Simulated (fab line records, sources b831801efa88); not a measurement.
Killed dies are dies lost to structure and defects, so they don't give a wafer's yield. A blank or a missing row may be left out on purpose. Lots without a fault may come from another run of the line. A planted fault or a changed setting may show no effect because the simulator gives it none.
fab line records | flow sky130
record lots=6 wafers=18 last_day=50
route steps=708 shown PWDE@52 NWELL@56 PAD_OPEN@708
lots that met no fault: from a run of the same line without faults
start_h: hours from the record's first day to the start of the lot's first wafer shown | wait_h: hours since the lot's step before | " the same as in the row above | L1.1+2: a row that stands for several wafers | - no value, or no start given | * or withheld: withheld | < > ~ a bound
route shown NAME@n: a module of which the file shows steps, and the number in the route of the first | usual: mean/standard deviation of fault-free wafers | same: alike in all rows | chamber/n: place in a boat | sites: the reading at each site | _std_site: their standard deviation | _edge_site: outer sites' mean less inner sites' | radius_mm: how far each site lies from the wafer's centre | mask NAME#n: copy n | behind: the tool/chamber that last shaped the wafer | hold: why the lot was held/for how many hours/how that ended | device: the transistor (n, p or np) that didn't switch | end of line: the same wafers' tests at the end of the route | a step without rows: its recipe alone | killed: dies lost to structure and defects at the first sort, not the wafer's yield | map: a wafer's dies, x killed, . not, _ none there
set.NAME: the setting as run; set.NAME@STEP: as run at that earlier step | model.NAME: the simulator's own value behind a step, which no gauge read
lots at some steps of the route; a table a step, a row a wafer
services: from which hour (start_h, from the record's first day; less than 0 if before it) a tool's chamber was out of use, for how many hours, and why
## steps
# step SKY_PWDE_OVL_MEAS_07
# usual PWDE_OVL=-0.8/1.4
# columns lot.wafer tool chamber start_h wait_h PWDE_OVL[nm]
L397.1 overlay-02 - 78.62 - -2.0
L397.2 " - " " -1.4
L397.6 " - " " -0.4
L401.1 overlay-02 - 113.50 - 0.0
L401.3 " - " " 1.2
L401.4 " - " " 0.5
L405.2 overlay-02 - 125.77 - -2.1
L405.3 " - " " -2.1
L405.4 " - " " -2.9
L407.2 overlay-02 - 140.68 - -2.4
L407.4 " - " " 0.0
L407.5 " - " " 0.2
L417.2 overlay-01 - 190.71 - -2.1
L417.5 " - " " -3.1
L417.6 " - " " -1.5
L418.2 overlay-02 - 197.02 - -2.9
L418.4 " - " " -3.0
L418.6 " - " " -4.0
# step SKY_PWDE_IMPLANT_08
# recipe species=B energy_kev=150 dose_cm2=3.6e+12 tilt_deg=withheld
# step SKY_PWDE_STRIP_09
# recipe chemistry=O2/N2 power_w=1400 pressure_mtorr=1500 platen_temp_c=withheld o2_flow_sccm=3000 n2_flow_sccm=300 overash_fraction=0.5
# usual drypump_motor_current_A=5.6/0.49 o2_flow_sccm=3001/8.8 oes_product_au=0.722/0.0047 strip_time_to_endpoint_s=36.89/0.11
# columns lot.wafer tool chamber start_h wait_h drypump_motor_current_A o2_flow_sccm oes_product_au rf_hours_counter_h strip_time_to_endpoint_s
L397.1 plasma_asher-04 0 78.81 0.1 5.6 2996 0.722 37 36.94
L397.2 " 1 " " 5.9 2999 0.722 37 37.04
L397.6 " 0 " " 5.6 3021 0.724 - 37.13
L401.1 plasma_asher-02 0 113.69 0.1 4.9 2985 0.724 32 36.88
L401.3 " 1 " " 5.6 2987 0.723 - 36.78
L401.4 " 0 " " 4.9 2990 0.723 - 36.86
L405.2 plasma_asher-04 1 125.95 0.1 5.8 3016 0.718 1 36.70
L405.3 " 0 " " 5.6 3000 0.717 - 36.86
L405.4 " 1 " " 5.8 3014 0.722 - 36.94
L407.2 plasma_asher-03 1 140.86 0.1 5.4 2995 0.721 45 36.89
L407.4 " 1 " " 5.4 3004 0.723 - 36.83
L407.5 " 1 " " 5.4 3001 0.734 - 36.97
L417.2 plasma_asher-03 1 190.89 0.1 5.4 3007 0.726 50 37.02
L417.5 " 1 " " 5.4 3002 0.727 - 37.04
L417.6 " 0 " " 6.4 3008 0.721 - 36.87
L418.2 plasma_asher-02 0 197.20 0.1 4.9 2999 0.715 40 37.09
L418.4 " 1 " " 5.6 3000 0.719 - 37.11
L418.6 " 0 " " 4.9 2999 0.732 - 37.08
# step SKY_PWDE_TW_MEAS_10
# usual PWDE_TW=375.8/1.7
# columns lot.wafer tool chamber start_h wait_h PWDE_TW
L397.1 film_metro-02 - 78.91 0.1 376.2
L397.2 " - " " 377.3
L397.6 " - " " 376.4
L401.1 film_metro-04 - 113.79 0.1 375.0
L401.3 " - " " 374.8
L401.4 " - " " 376.6
L405.2 film_metro-02 - 126.06 0.1 375.6
L405.3 " - " " 375.6
L405.4 " - " " 374.9
L407.2 film_metro-03 - 140.97 0.1 375.7
L407.4 " - " " 375.9
L407.5 " - " " 375.4
L417.2 film_metro-04 - 191.00 0.1 371.8
L417.5 " - " " 374.1
L417.6 " - " " 373.0
L418.2 film_metro-03 - 197.31 0.1 378.4
L418.4 " - " " 378.3
L418.6 " - " " 377.5
# step SKY_NWELL_DEHYDRATE_03
# recipe temp_c=200 time_s=60
# step SKY_NWELL_HMDS_04
# recipe prime_time_s=60 prime_temp_c=120
# step SKY_NWELL_COAT_05
# recipe spin_rpm=2000 resist_thk_nm=3000
# step SKY_NWELL_SOFTBAKE_06
# recipe temp_c=110 time_s=withheld
# step SKY_NWELL_EXPOSE_07
# recipe mask_id=NWM na=0.6 source_shape=conventional sigma_outer=0.6 polarization=unpolarized target_cd_nm=840 dose_mj=255
# step SKY_NWELL_PEB_08
# recipe temp_c=115 time_s=withheld
# step SKY_NWELL_DEVELOP_09
# recipe wall_angle_deg=90 developer=TMAH develop_time_s=60 dev_temp_c=23
# step SKY_NWELL_OVL_MEAS_10
# usual NWELL_00_OVL=-0.2/1.4
# columns lot.wafer tool chamber start_h wait_h NWELL_00_OVL[nm]
L397.1 overlay-02 - 95.82 - -1.5
L397.2 " - " " -0.3
L397.6 " - " " -1.0
L401.1 overlay-02 - 132.27 - 0.0
L401.3 " - " " -2.4
L401.4 " - " " -0.1
L405.2 overlay-02 - 145.83 - -1.5
L405.3 " - " " -2.1
L405.4 " - " " -0.6
L407.2 overlay-01 - 160.68 - 0.8
L407.4 " - " " 2.0
L407.5 " - " " 0.7
L417.2 overlay-01 - 212.32 - 1.5
L417.5 " - " " -1.3
L417.6 " - " " 0.5
L418.2 overlay-02 - 219.22 - -2.0
L418.4 " - " " -1.6
L418.6 " - " " -1.4
# step SKY_NWELL_IMPLANT_11
# recipe species=P energy_kev=400 dose_cm2=1.9e+13 tilt_deg=withheld
# usual beam_energy_keV=400.02/0.12
# columns lot.wafer tool chamber start_h wait_h beam_energy_keV model.implant.rp_nm model.implant.drp_nm
L397.1 implanter-02 0 95.86 0.0 399.98 489 116.9
L397.2 " 0 " " 399.87 489 116.9
L397.6 " 0 " " 399.89 489 116.9
L401.1 implanter-03 0 132.31 0.0 399.91 479.2 116.9
L401.3 " 0 " " 399.86 479.2 116.9
L401.4 " 0 " " 399.88 479.2 116.9
L405.2 implanter-03 0 145.88 0.0 487.66 592.1 128.8
L405.3 " 0 " " 487.85 592.1 128.8
L405.4 " 0 " " 487.63 592.1 128.8
L407.2 implanter-03 0 160.73 0.0 487.50 583.6 128.8
L407.4 " 0 " " 487.42 583.6 128.8
L407.5 " 0 " " 487.60 583.6 128.8
L417.2 implanter-02 0 212.37 0.0 399.90 505.2 116.9
L417.5 " 0 " " 399.95 505.2 116.9
L417.6 " 0 " " 399.85 505.2 116.9
L418.2 implanter-01 0 219.27 0.0 400.07 496.9 116.9
L418.4 " 0 " " 400.16 496.9 116.9
L418.6 " 0 " " 400.13 496.9 116.9
# step SKY_NWELL_IMPLANT_12
# recipe species=P energy_kev=120 dose_cm2=1.3e+12 tilt_deg=withheld
# step SKY_NWELL_IMPLANT_13
# recipe species=P energy_kev=50 dose_cm2=7e+11 tilt_deg=withheld
# step SKY_NWELL_STRIP_14
# recipe chemistry=O2/N2 power_w=1400 pressure_mtorr=1500 platen_temp_c=withheld o2_flow_sccm=3000 n2_flow_sccm=300 overash_fraction=0.5
# usual drypump_motor_current_A=5.39/0.28 o2_flow_sccm=3001/9.4 oes_product_au=0.722/0.0046 strip_time_to_endpoint_s=36.89/0.093
# columns lot.wafer tool chamber start_h wait_h drypump_motor_current_A o2_flow_sccm oes_product_au rf_hours_counter_h strip_time_to_endpoint_s
L397.1 plasma_asher-02 0 96.31 0.1 4.90 2999 0.719 30 36.90
L397.2 " 1 " " 5.60 2994 0.726 30 36.94
L397.6 " 1 " " 5.59 2997 0.717 - 36.90
L401.1 plasma_asher-01 0 132.76 0.1 5.17 2991 0.727 44 36.74
L401.3 " 1 " " 5.42 3011 0.721 - 36.87
L401.4 " 0 " " 5.19 2999 0.722 - 36.89
L405.2 plasma_asher-02 1 146.31 0.1 5.60 2993 0.727 35 36.69
L405.3 " 1 " " 5.61 2998 0.716 - 36.85
L405.4 " 0 " " 4.90 3000 0.720 - 36.76
L407.2 plasma_asher-01 1 161.16 0.1 5.49 3004 0.723 46 36.75
L407.4 " 1 " " 5.47 2998 0.717 - 36.75
L407.5 " 1 " " 5.48 2989 0.723 - 36.75
L417.2 plasma_asher-02 1 212.80 0.1 5.61 3000 0.728 42 36.75
L417.5 " 1 " " 5.61 3020 0.718 - 36.75
L417.6 " 0 " " 4.92 3013 0.725 - 36.72
L418.2 plasma_asher-01 1 219.70 0.1 5.42 3008 0.723 52 36.75
L418.4 " 0 " " 5.19 3016 0.717 - 36.83
L418.6 " 1 " " 5.39 3015 0.719 - 36.93
# step SKY_NWELL_TW_MEAS_15
# usual NWELL_TW=1831/7.1
# columns lot.wafer tool chamber start_h wait_h NWELL_TW
L397.1 film_metro-03 - 96.41 0.1 1830
L397.2 " - " " 1841
L397.6 " - " " 1828
L401.1 film_metro-04 - 132.86 0.1 1833
L401.3 " - " " 1827
L401.4 " - " " 1840
L405.2 film_metro-02 - 146.42 0.1 1867
L405.3 " - " " 1868
L405.4 " - " " 1868
L407.2 film_metro-02 - 161.27 0.1 1857
L407.4 " - " " 1861
L407.5 " - " " 1862
L417.2 film_metro-03 - 212.91 0.1 1841
L417.5 " - " " 1845
L417.6 " - " " 1836
L418.2 film_metro-02 - 219.81 0.1 1820
L418.4 " - " " 1831
L418.6 " - " " 1841
# step SKY_NWELL_DEHYDRATE_16
# recipe temp_c=200 time_s=60
# step SKY_NWELL_HMDS_17
# recipe prime_time_s=60 prime_temp_c=120
# step SKY_NWELL_COAT_18
# recipe spin_rpm=2000 resist_thk_nm=3000
# step SKY_NWELL_SOFTBAKE_19
# recipe temp_c=110 time_s=withheld
# step SKY_NWELL_EXPOSE_20
# recipe mask_id=NWM_COMPLEMENT na=0.6 source_shape=conventional sigma_outer=0.6 polarization=unpolarized target_cd_nm=840 dose_mj=260
# step SKY_NWELL_PEB_21
# recipe temp_c=115 time_s=withheld
# step SKY_NWELL_DEVELOP_22
# recipe wall_angle_deg=90 developer=TMAH develop_time_s=60 dev_temp_c=23
# step SKY_NWELL_OVL_MEAS_23
# usual NWELL_01_OVL=0.3/1.5
# columns lot.wafer tool chamber start_h wait_h NWELL_01_OVL[nm]
L397.1 overlay-02 - 114.26 - 0.8
L397.2 " - " " -0.4
L397.6 " - " " 0.4
L401.1 overlay-01 - 152.47 - 0.1
L401.3 " - " " 2.0
L401.4 " - " " 1.7
L405.2 overlay-01 - 166.76 - -0.3
L405.3 " - " " -1.2
L405.4 " - " " -1.8
L407.2 overlay-02 - 180.91 - 0.9
L407.4 " - " " -1.2
L407.5 " - " " -0.7
L417.2 overlay-02 - 235.07 - 0.2
L417.5 " - " " -1.6
L417.6 " - " " -2.0
L418.2 overlay-01 - 242.21 - 0.2
L418.4 " - " " 2.0
L418.6 " - " " 1.5
# step SKY_NWELL_IMPLANT_24
# recipe species=B energy_kev=140 dose_cm2=9.2e+12 tilt_deg=withheld
# step SKY_NWELL_STRIP_25
# recipe chemistry=O2/N2 power_w=1400 pressure_mtorr=1500 platen_temp_c=withheld o2_flow_sccm=3000 n2_flow_sccm=300 overash_fraction=0.5
# usual drypump_motor_current_A=5.5/0.32 o2_flow_sccm=2999/9.4 oes_product_au=0.722/0.0043 strip_time_to_endpoint_s=36.89/0.087
# columns lot.wafer tool chamber start_h wait_h drypump_motor_current_A o2_flow_sccm oes_product_au rf_hours_counter_h strip_time_to_endpoint_s
L397.1 plasma_asher-02 0 114.45 0.1 4.9 2984 0.722 32 36.92
L397.2 " 1 " " 5.6 2986 0.724 32 36.88
L397.6 " 1 " " 5.6 2986 0.721 - 36.91
L401.1 plasma_asher-04 1 152.66 0.1 5.8 2996 0.715 3 36.96
L401.3 " 1 " " 5.8 3000 0.722 - 36.95
L401.4 " 0 " " 5.6 2994 0.726 - 36.98
L405.2 plasma_asher-04 1 166.94 0.1 5.8 3004 0.722 5 36.82
L405.3 " 1 " " 5.8 2997 0.718 - 36.99
L405.4 " 0 " " 5.7 3003 0.731 - 36.83
L407.2 plasma_asher-04 1 181.09 0.1 5.8 3012 0.720 6 36.95
L407.4 " 1 " " 5.9 2998 0.728 - 36.88
L407.5 " 1 " " 5.9 2982 0.725 - 37.04
L417.2 plasma_asher-04 0 235.25 0.1 5.6 2989 0.720 11 36.90
L417.5 " 0 " " 5.6 3001 0.726 - 36.96
L417.6 " 1 " " 5.9 3003 0.719 - 36.87
L418.2 plasma_asher-02 1 242.39 0.1 5.6 2990 0.727 45 36.82
L418.4 " 1 " " 5.6 3001 0.726 - 36.72
L418.6 " 1 " " 5.6 2985 0.718 - 36.74
# step SKY_NWELL_TW_MEAS_26
# usual NWELL_2_TW=500/3.4
# columns lot.wafer tool chamber start_h wait_h NWELL_2_TW
L397.1 film_metro-02 - 114.55 0.1 502
L397.2 " - " " 501
L397.6 " - " " 501
L401.1 film_metro-02 - 152.76 0.1 498
L401.3 " - " " 498
L401.4 " - " " 500
L405.2 film_metro-04 - 167.05 0.1 496
L405.3 " - " " 497
L405.4 " - " " 497
L407.2 film_metro-04 - 181.20 0.1 498
L407.4 " - " " 495
L407.5 " - " " 494
L417.2 film_metro-03 - 235.36 0.1 508
L417.5 " - " " 506
L417.6 " - " " 506
L418.2 film_metro-03 - 242.50 0.1 505
L418.4 " - " " 505
L418.6 " - " " 505
# step SKY_NWELL_CLEAN_27
# recipe chemistry=SC1/SC2 mix=1:4:20 temp_c=70 time_s=150 dry=n2_spin
# step SKY_NWELL_RTA_28
# recipe temp_c=1050 time_s=30 idle_temp_c=650 ramp_up_c_per_s=150 ramp_down_c_per_s=90 ambient=N2
# usual chamber_o2_ppm=1.999/0.021 lamp_power_pct=25.30/0.057 wafer_temp_C_max=1054.9/0.98
# columns lot.wafer tool chamber start_h wait_h chamber_o2_ppm lamp_power_pct wafer_temp_C_max
L397.1 rtp_anneal-02 0 114.66 0.0 1.975 25.38 1053.3
L397.2 " 0 " " 1.957 25.18 1056.5
L397.6 " 0 " " 1.990 25.26 1054.2
L401.1 rtp_anneal-01 0 152.87 0.0 2.017 25.27 1054.3
L401.3 " 0 " " 1.974 25.26 1057.0
L401.4 " 0 " " 1.977 25.32 1054.2
L405.2 rtp_anneal-01 0 167.17 0.0 2.007 25.22 1056.2
L405.3 " 0 " " 1.988 25.36 1056.6
L405.4 " 0 " " 1.963 25.28 1054.8
L407.2 rtp_anneal-02 0 181.32 0.0 2.000 25.27 1053.9
L407.4 " 0 " " 2.002 25.37 1055.1
L407.5 " 0 " " 1.970 25.28 1053.7
L417.2 rtp_anneal-02 0 235.47 0.0 1.999 25.23 1055.3
L417.5 " 0 " " 1.995 25.25 1056.3
L417.6 " 0 " " 2.031 25.30 1053.7
L418.2 rtp_anneal-02 0 242.62 0.0 2.003 25.33 1054.6
L418.4 " 0 " " 1.990 25.33 1054.6
L418.6 " 0 " " 2.008 25.30 1053.9
# step SKY_NWELL_RS_MEAS_29
# recipe thk_meas_gauge=four-point-probe
# usual NWELL_RS=624.8/1.9
# columns lot.wafer tool chamber start_h wait_h NWELL_RS[ohm/sq]
L397.1 film_metro-04 - 114.76 0.1 623.8
L397.2 " - " " 623.2
L397.6 " - " " 623.8
L401.1 film_metro-02 - 152.97 0.1 624.1
L401.3 " - " " 624.3
L401.4 " - " " 623.6
L405.2 film_metro-02 - 167.28 0.1 599.2
L405.3 " - " " 597.3
L405.4 " - " " 597.7
L407.2 film_metro-03 - 181.42 0.1 601.7
L407.4 " - " " 599.6
L407.5 " - " " 599.4
L417.2 film_metro-02 - 235.58 0.1 624.7
L417.5 " - " " 625.4
L417.6 " - " " 625.3
L418.2 film_metro-04 - 242.72 0.1 622.5
L418.4 " - " " 624.2
L418.6 " - " " 623.9
# step SKY_PAD_OPEN_PROBE_99
# usual killed_at_M0_to_M3=42/7.1 killed_at_M4_up=3.3/1.9 killed_at_contacts=24/5 killed_at_front_end=15/4.7 killed_at_other=0.3/0.61 killed_dies=86/9.6 killed_open=47/7.5 killed_short=38/6.6
# same gross_dies=492 killed_at_back_side=0
# columns lot.wafer tool chamber start_h wait_h killed_at_M0_to_M3 killed_at_M4_up killed_at_contacts killed_at_front_end killed_at_other killed_dies killed_open killed_short model.etest.nfet_16v.r_on_ohm_um model.etest.pfet_16v.r_on_ohm_um model.etest.res_nwell.line_ohm_um model.etest.res_nwell.rs_ohm_sq model.etest.pfet_g5v0d10v5.r_on_ohm_um model.etest.tip_p_5v.rs_ohm_sq model.etest.pfet_16v.drive_ua_um model.etest.pfet_g5v0d10v5.drive_ua_um
L397.1 prober-02 - 1087.35 0.1 40 3 27 9 0 79 47 32 1.412e+04 1.551e+04 1174 993.1 4792 2878 242.8 334
L397.2 prober-02 - 1087.40 0.1 38 2 18 10 0 68 29 39 1.418e+04 1.548e+04 1148 983.2 4863 2889 242.2 330.6
L397.6 prober-02 - 1087.60 0.2 46 3 34 16 0 99 56 43 1.411e+04 1.531e+04 1177 984.4 4791 2879 242.5 338.6
L401.1 prober-01 - 1124.85 0.1 40 7 24 18 1 90 46 44 1.377e+04 1.513e+04 1199 996.5 4706 2848 247.2 344.4
L401.3 prober-01 - 1124.95 0.2 37 9 22 18 0 86 44 42 1.372e+04 1.537e+04 1220 1028 4663 2864 246.4 352.8
L401.4 prober-01 - 1125.00 0.2 40 3 25 12 0 80 36 44 1.382e+04 1.52e+04 1208 1012 4790 2840 243.1 343.3
L405.2 prober-02 - 1141.08 0.1 38 1 28 17 1 85 50 34 1.659e+04 1.454e+04 869.8 745 4670 2704 261.5 358.8
L405.3 prober-02 - 1141.13 0.2 44 3 30 14 0 91 53 38 1.677e+04 1.416e+04 876.8 738.6 4503 2719 265.8 369.6
L405.4 prober-02 - 1141.18 0.2 35 4 36 10 0 85 46 39 1.66e+04 1.435e+04 880.6 748.4 4530 2711 263.5 362.8
L407.2 prober-02 - 1151.07 0.1 44 7 24 13 0 88 50 38 1.604e+04 1.462e+04 883 755.1 4706 2752 261.6 351.8
L407.4 prober-02 - 1151.17 0.2 51 8 25 12 0 96 56 40 1.605e+04 1.458e+04 884.3 758.3 4684 2724 264.1 355.7
L407.5 prober-02 - 1151.22 0.2 34 7 21 8 1 71 35 36 1.602e+04 1.462e+04 863.1 755.6 4678 2744 263.4 356.4
L417.2 prober-02 - 1198.18 0.1 39 3 27 21 3 93 51 39 1.404e+04 1.482e+04 1092 910.6 4743 2846 252.4 344.1
L417.5 prober-02 - 1198.33 0.2 43 5 17 20 1 86 33 52 1.426e+04 1.483e+04 1075 910.9 4770 2852 248.7 339
L417.6 prober-02 - 1198.38 0.2 40 7 21 26 2 96 49 45 1.431e+04 1.527e+04 1112 935.4 4758 2859 243.6 341.8
L418.2 prober-01 - 1200.80 0.1 47 2 17 23 1 90 53 36 1.417e+04 1.543e+04 1125 941.9 4673 2843 247.7 347.2
L418.4 prober-01 - 1200.90 0.2 51 3 20 13 0 87 43 44 1.42e+04 1.579e+04 1123 963.1 4780 2834 239.7 340.9
L418.6 prober-01 - 1201.00 0.2 44 0 27 18 0 89 57 32 1.404e+04 1.564e+04 1128 950.5 4655 2823 245.9 350.6
# killed by level:class
L397.1 LI_CONTACT:geometric_particle:open=11 VIA2:geometric_particle:open=9 CONTACT:geometric_particle:open=8 METAL2:geometric_particle:short=7 CONTACT:geometric_particle:short=6 VIA1:geometric_particle:open=5 METAL1:geometric_particle:short=4 VIA2:geometric_particle:short=4
L397.2 METAL2:geometric_particle:short=7 CONTACT:geometric_particle:open=7 VIA1:geometric_particle:open=6 VIA1:geometric_particle:short=6 LI_CONTACT:geometric_particle:open=5 FIELD_ISO:geometric_particle:open=4 METAL1:geometric_particle:short=4 VIA3:geometric_particle:short=4
L397.6 CONTACT:geometric_particle:open=16 VIA1:geometric_particle:open=12 METAL2:geometric_particle:short=11 FIELD_ISO:geometric_particle:open=6 LI_CONTACT:geometric_particle:open=5 LOCAL_INTERCONNECT:geometric_particle:short=5 VIA2:geometric_particle:short=5 METAL1:geometric_particle:short=4
L401.1 CONTACT:geometric_particle:open=10 VIA1:geometric_particle:open=7 VIA1:geometric_particle:short=7 FIELD_ISO:geometric_particle:open=6 METAL2:geometric_particle:short=5 METAL4:geometric_particle:short=5 POLY_GATE:geometric_particle:short=4 LI_CONTACT:geometric_particle:open=4
L401.3 CONTACT:geometric_particle:open=10 VIA3:geometric_particle:open=7 METAL4:geometric_particle:short=7 METAL2:geometric_particle:short=6 POLY_GATE:geometric_particle:short=5 LI_CONTACT:geometric_particle:open=5 VIA1:geometric_particle:open=5 VIA2:geometric_particle:short=4
L401.4 CONTACT:geometric_particle:open=9 CONTACT:geometric_particle:short=9 VIA3:geometric_particle:open=8 METAL1:geometric_particle:short=7 VIA1:geometric_particle:open=6 LI_CONTACT:geometric_particle:open=5 VIA2:geometric_particle:open=4 SPACER:geometric_particle:short=4
L405.2 CONTACT:geometric_particle:open=11 VIA1:geometric_particle:open=7 LI_CONTACT:geometric_particle:open=5 CONTACT:geometric_particle:short=5 FIELD_ISO:geometric_particle:open=4 LOCAL_INTERCONNECT:geometric_particle:short=4 VIA1:geometric_particle:short=4 METAL1:geometric_particle:short=4
L405.3 CONTACT:geometric_particle:open=12 VIA1:geometric_particle:open=12 LI_CONTACT:geometric_particle:open=8 METAL1:geometric_particle:short=8 FIELD_ISO:geometric_particle:open=7 VIA2:geometric_particle:open=6 CONTACT:geometric_particle:short=5 VIA1:geometric_particle:short=5
L405.4 CONTACT:geometric_particle:open=14 LI_CONTACT:geometric_particle:open=8 CONTACT:geometric_particle:short=7 VIA1:geometric_particle:open=7 METAL2:geometric_particle:short=6 VIA2:geometric_particle:open=6 LI_CONTACT:geometric_particle:short=5 METAL1:geometric_particle:short=4
L407.2 CONTACT:geometric_particle:open=10 VIA1:geometric_particle:open=8 VIA2:geometric_particle:open=8 LI_CONTACT:geometric_particle:open=6 CONTACT:geometric_particle:short=6 VIA2:geometric_particle:short=6 METAL4:geometric_particle:short=6 METAL2:geometric_particle:short=5
L407.4 VIA1:geometric_particle:open=13 VIA2:geometric_particle:open=9 CONTACT:geometric_particle:open=8 LI_CONTACT:geometric_particle:open=7 VIA3:geometric_particle:open=7 CONTACT:geometric_particle:short=6 METAL3:geometric_particle:short=5 METAL2:geometric_particle:short=4
L407.5 CONTACT:geometric_particle:open=10 VIA2:geometric_particle:open=8 CONTACT:geometric_particle:short=7 VIA1:geometric_particle:open=7 METAL4:geometric_particle:short=6 VIA1:geometric_particle:short=5 VIA3:geometric_particle:open=4 FIELD_ISO:geometric_particle:short=3
L417.2 CONTACT:geometric_particle:open=10 LI_CONTACT:geometric_particle:open=7 VIA2:geometric_particle:open=7 VIA3:geometric_particle:open=7 POLY_GATE:geometric_particle:short=6 METAL2:geometric_particle:short=6 FIELD_ISO:geometric_particle:open=5 POLY_GATE:geometric_particle:open=5
L417.5 VIA1:geometric_particle:short=8 FIELD_ISO:geometric_particle:short=7 METAL1:geometric_particle:short=7 VIA2:geometric_particle:open=7 POLY_GATE:geometric_particle:short=6 POLY_GATE:geometric_particle:open=6 CONTACT:geometric_particle:short=5 VIA3:geometric_particle:open=5
L417.6 LI_CONTACT:geometric_particle:open=9 POLY_GATE:geometric_particle:short=8 POLY_GATE:geometric_particle:open=8 VIA2:geometric_particle:open=8 VIA1:geometric_particle:open=7 FIELD_ISO:geometric_particle:short=5 METAL1:geometric_particle:short=5 METAL2:geometric_particle:short=5
L418.2 VIA1:geometric_particle:open=18 CONTACT:geometric_particle:open=9 VIA3:geometric_particle:open=8 POLY_GATE:geometric_particle:short=7 FIELD_ISO:geometric_particle:short=6 FIELD_ISO:geometric_particle:open=5 POLY_GATE:geometric_particle:open=4 CONTACT:geometric_particle:short=4
L418.4 METAL1:geometric_particle:short=10 CONTACT:geometric_particle:open=8 VIA1:geometric_particle:open=8 METAL2:geometric_particle:short=6 VIA3:geometric_particle:open=6 POLY_GATE:geometric_particle:open=5 LI_CONTACT:geometric_particle:open=5 VIA1:geometric_particle:short=5
L418.6 VIA1:geometric_particle:open=12 CONTACT:geometric_particle:open=11 VIA3:geometric_particle:open=8 LI_CONTACT:geometric_particle:open=7 POLY_GATE:geometric_particle:open=6 VIA2:geometric_particle:open=5 CONTACT:geometric_particle:short=5 METAL2:geometric_particle:short=5
## services
# columns tool chamber start_h hours kind
rtp_anneal-01 - 59.25 3.5 pm
implanter-03 - 64.62 2.1 repair
plasma_asher-01 - 76.29 4.3 pm
plasma_asher-03 - 78.19 18.8 pm
implanter-01 - 85.24 2.5 repair
plasma_asher-04 - 108.75 9.0 pm
plasma_asher-04 0 108.75 9.0 vent_cycle
plasma_asher-04 1 108.75 9.0 vent_cycle
implanter-01 - 116.29 2.6 repair
plasma_asher-04 0 117.75 - clean
plasma_asher-04 1 117.75 - clean
plasma_asher-01 - 135.99 4.5 repair
implanter-03 - 163.02 3.8 repair
implanter-01 - 171.73 2.9 repair
implanter-01 - 179.78 0.6 repair
implanter-01 - 202.82 2.0 pm
implanter-03 - 204.92 1.0 repair
## key
first_sign step=SKY_NWELL_IMPLANT_11 reading=beam_energy_keV direction=up sigmas=99+ usual=* struck=*
effect step=SKY_NWELL_TW_MEAS_15 reading=NWELL_TW direction=up sigmas=4.6 usual=1831 struck=1864
effect step=SKY_NWELL_RS_MEAS_29 reading=NWELL_RS direction=down sigmas=14 usual=624.8 struck=599.1
model_effect step=SKY_NWELL_IMPLANT_11 value=implant.rp_nm without=493.1 struck=587.8
model_effect step=SKY_PAD_OPEN_PROBE_99 value=etest.nfet_16v.r_on_ohm_um without=1.405e+04 struck=1.635e+04
met_at SKY_NWELL_IMPLANT_11
struck_wafers L405.2,L405.3,L405.4,L407.2,L407.4,L407.5
tester_left_out L405,L407
onset_between 132.31 145.88
fault kind=process_parameter_drift tool=implanter-03 chamber=- onset_h=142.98 steps=SKY_NWELL_IMPLANT_11 channel=energy_kev offset=* shape=step end_h=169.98 acts_in=* stated=*
# tester_left_out: of these lots the tester's yield and bins aren't shown, on N5 and GAA mostly nor the transistor test; their killed dies are dies lost to structure and defects alone, not to doping, threshold or leakage, so they don't give the yield
